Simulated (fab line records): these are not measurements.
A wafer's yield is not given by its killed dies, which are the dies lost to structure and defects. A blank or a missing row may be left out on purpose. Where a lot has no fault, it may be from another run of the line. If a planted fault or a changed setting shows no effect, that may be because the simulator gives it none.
Split-lot study :: flow sfq_line :: on a route of 325 steps: 5 lots, 23 wafers read

== ABOUT THE SPLIT ==
At SFQ_TRILAYER_JJ_CE_LITHO_COAT_119 (resist thk 62 nm), the setting resist_thk_nm was moved away from the recipe's 62 nm on 10 of the 23 wafers read, by -5.9% to +4.2%. The other wafers ran this setting at the recipe's value.

The reading is taken at the split's own step.

== THE READING ==
BARC_of_TRILAYER_JJ_CE_LITHO_COAT_119.thk_nm (the simulator's own value, which no gauge read), in nm, at SFQ_TRILAYER_JJ_CE_LITHO_COAT_119 (resist thk 62 nm). The file gives no usual value for it. Here, 13 wafers ran the recipe; their average is 62.06 nm with a standard deviation of 0.22 nm.

wafer: L074.1
tool, chamber at the split: litho_track-04, 0
resist_thk_nm as run, nm: 62
against the recipe: recipe
BARC_of_TRILAYER_JJ_CE_LITHO_COAT_119.thk_nm, nm: 61.94
against lot-mates on the recipe: -

wafer: L074.2
tool, chamber at the split: litho_track-04, 0
resist_thk_nm as run, nm: 62
against the recipe: recipe
BARC_of_TRILAYER_JJ_CE_LITHO_COAT_119.thk_nm, nm: 61.96
against lot-mates on the recipe: -

wafer: L074.5
tool, chamber at the split: litho_track-04, 0
resist_thk_nm as run, nm: 62
against the recipe: recipe
BARC_of_TRILAYER_JJ_CE_LITHO_COAT_119.thk_nm, nm: 62.06
against lot-mates on the recipe: -

wafer: L075.2
tool, chamber at the split: litho_track-02, 0
resist_thk_nm as run, nm: 58.32
against the recipe: -5.9%
BARC_of_TRILAYER_JJ_CE_LITHO_COAT_119.thk_nm, nm: 58.68
against lot-mates on the recipe: -3.76

wafer: L075.3
tool, chamber at the split: litho_track-02, 0
resist_thk_nm as run, nm: 62
against the recipe: recipe
BARC_of_TRILAYER_JJ_CE_LITHO_COAT_119.thk_nm, nm: 62.41
against lot-mates on the recipe: -

wafer: L075.4
tool, chamber at the split: litho_track-02, 0
resist_thk_nm as run, nm: 58.32
against the recipe: -5.9%
BARC_of_TRILAYER_JJ_CE_LITHO_COAT_119.thk_nm, nm: 58.81
against lot-mates on the recipe: -3.63

wafer: L075.5
tool, chamber at the split: litho_track-02, 0
resist_thk_nm as run, nm: 62
against the recipe: recipe
BARC_of_TRILAYER_JJ_CE_LITHO_COAT_119.thk_nm, nm: 62.48
against lot-mates on the recipe: -

wafer: L075.6
tool, chamber at the split: litho_track-02, 0
resist_thk_nm as run, nm: 58.32
against the recipe: -5.9%
BARC_of_TRILAYER_JJ_CE_LITHO_COAT_119.thk_nm, nm: 58.77
against lot-mates on the recipe: -3.67

wafer: L076.1
tool, chamber at the split: litho_track-02, 0
resist_thk_nm as run, nm: 62
against the recipe: recipe
BARC_of_TRILAYER_JJ_CE_LITHO_COAT_119.thk_nm, nm: 62.09
against lot-mates on the recipe: -

wafer: L076.2
tool, chamber at the split: litho_track-02, 0
resist_thk_nm as run, nm: 64.04
against the recipe: +3.3%
BARC_of_TRILAYER_JJ_CE_LITHO_COAT_119.thk_nm, nm: 64.34
against lot-mates on the recipe: +2.19

wafer: L076.3
tool, chamber at the split: litho_track-02, 0
resist_thk_nm as run, nm: 64.04
against the recipe: +3.3%
BARC_of_TRILAYER_JJ_CE_LITHO_COAT_119.thk_nm, nm: 64.3
against lot-mates on the recipe: +2.15

wafer: L076.4
tool, chamber at the split: litho_track-02, 0
resist_thk_nm as run, nm: 64.04
against the recipe: +3.3%
BARC_of_TRILAYER_JJ_CE_LITHO_COAT_119.thk_nm, nm: 64.25
against lot-mates on the recipe: +2.10

wafer: L076.6
tool, chamber at the split: litho_track-02, 0
resist_thk_nm as run, nm: 62
against the recipe: recipe
BARC_of_TRILAYER_JJ_CE_LITHO_COAT_119.thk_nm, nm: 62.21
against lot-mates on the recipe: -

wafer: L083.1
tool, chamber at the split: litho_track-03, 0
resist_thk_nm as run, nm: 64.61
against the recipe: +4.2%
BARC_of_TRILAYER_JJ_CE_LITHO_COAT_119.thk_nm, nm: 64.38
against lot-mates on the recipe: +2.49

wafer: L083.2
tool, chamber at the split: litho_track-03, 0
resist_thk_nm as run, nm: 64.61
against the recipe: +4.2%
BARC_of_TRILAYER_JJ_CE_LITHO_COAT_119.thk_nm, nm: 64.39
against lot-mates on the recipe: +2.50

wafer: L083.4
tool, chamber at the split: litho_track-03, 0
resist_thk_nm as run, nm: 62
against the recipe: recipe
BARC_of_TRILAYER_JJ_CE_LITHO_COAT_119.thk_nm, nm: 61.91
against lot-mates on the recipe: -

wafer: L083.5
tool, chamber at the split: litho_track-03, 0
resist_thk_nm as run, nm: 62
against the recipe: recipe
BARC_of_TRILAYER_JJ_CE_LITHO_COAT_119.thk_nm, nm: 61.74
against lot-mates on the recipe: -

wafer: L083.6
tool, chamber at the split: litho_track-03, 0
resist_thk_nm as run, nm: 62
against the recipe: recipe
BARC_of_TRILAYER_JJ_CE_LITHO_COAT_119.thk_nm, nm: 62.02
against lot-mates on the recipe: -

wafer: L084.1
tool, chamber at the split: litho_track-02, 0
resist_thk_nm as run, nm: 62
against the recipe: recipe
BARC_of_TRILAYER_JJ_CE_LITHO_COAT_119.thk_nm, nm: 62.21
against lot-mates on the recipe: -

wafer: L084.2
tool, chamber at the split: litho_track-02, 0
resist_thk_nm as run, nm: 62
against the recipe: recipe
BARC_of_TRILAYER_JJ_CE_LITHO_COAT_119.thk_nm, nm: 61.69
against lot-mates on the recipe: -

wafer: L084.3
tool, chamber at the split: litho_track-02, 0
resist_thk_nm as run, nm: 62
against the recipe: recipe
BARC_of_TRILAYER_JJ_CE_LITHO_COAT_119.thk_nm, nm: 62.09
against lot-mates on the recipe: -

wafer: L084.4
tool, chamber at the split: litho_track-02, 0
resist_thk_nm as run, nm: 59.01
against the recipe: -4.8%
BARC_of_TRILAYER_JJ_CE_LITHO_COAT_119.thk_nm, nm: 59.03
against lot-mates on the recipe: -2.97

wafer: L084.5
tool, chamber at the split: litho_track-02, 0
resist_thk_nm as run, nm: 59.01
against the recipe: -4.8%
BARC_of_TRILAYER_JJ_CE_LITHO_COAT_119.thk_nm, nm: 59.05
against lot-mates on the recipe: -2.95

THE FIT
A straight line over all 23 wafers: BARC_of_TRILAYER_JJ_CE_LITHO_COAT_119.thk_nm changes by +0.591 nm for each +1% of resist_thk_nm; r = +0.99; the points scatter about the line by 0.23 nm.
The same after taking each lot's own level away (the mean of its wafers on the recipe; 23 wafers): +0.62 nm for each +1%; r = +1.00; scatter 0.12 nm.
Per that fit: largest resist_thk_nm move, reading shift of 3.7 nm.
Measured against the standard deviation above, the lots' own levels, which go from 61.890 to 62.445 nm, span 2.5 times it.
Consequently the slope shifts little with the lot-to-lot level, the two slopes agreeing.
Check: -3.65 nm against its lot-mates is what the line predicts for one of the wafers moved furthest among these (-5.9%) when that wafer is left out of the fit. Against them it came out at -3.76 nm.

== ADDITIONAL SPLITS CARRIED BY THESE WAFERS ==
Before the reading, these wafers also passed through other splits. Each is held against what the fit with the lots' levels taken away leaves over:
other split on the same wafers: SFQ_TRILAYER_M4_LITHO_COAT_093 spin_rpm
wafers away from the commonest value: 12
r with BARC_of_TRILAYER_JJ_CE_LITHO_COAT_119.thk_nm (lot level and that fit taken away): -0.12

other split on the same wafers: SFQ_TRILAYER_I4_VIA_LITHO_COAT_108 resist_thk_nm
wafers away from the commonest value: 11
r with BARC_of_TRILAYER_JJ_CE_LITHO_COAT_119.thk_nm (lot level and that fit taken away): +0.17

other split on the same wafers: SFQ_TRILAYER_I4_VIA_LITHO_PEB_106 peb_temp_c
wafers away from the commonest value: 8
r with BARC_of_TRILAYER_JJ_CE_LITHO_COAT_119.thk_nm (lot level and that fit taken away): -0.17

other split on the same wafers: SFQ_TRILAYER_JJ_TRILAYER_DEP_SPUTTER_110 power_w
wafers away from the commonest value: 9
r with BARC_of_TRILAYER_JJ_CE_LITHO_COAT_119.thk_nm (lot level and that fit taken away): +0.05

== FILE'S OWN FIT ==
BARC_of_TRILAYER_JJ_CE_LITHO_COAT_119.thk_nm changes by +0.617 nm for each +1% of resist_thk_nm, r = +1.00.
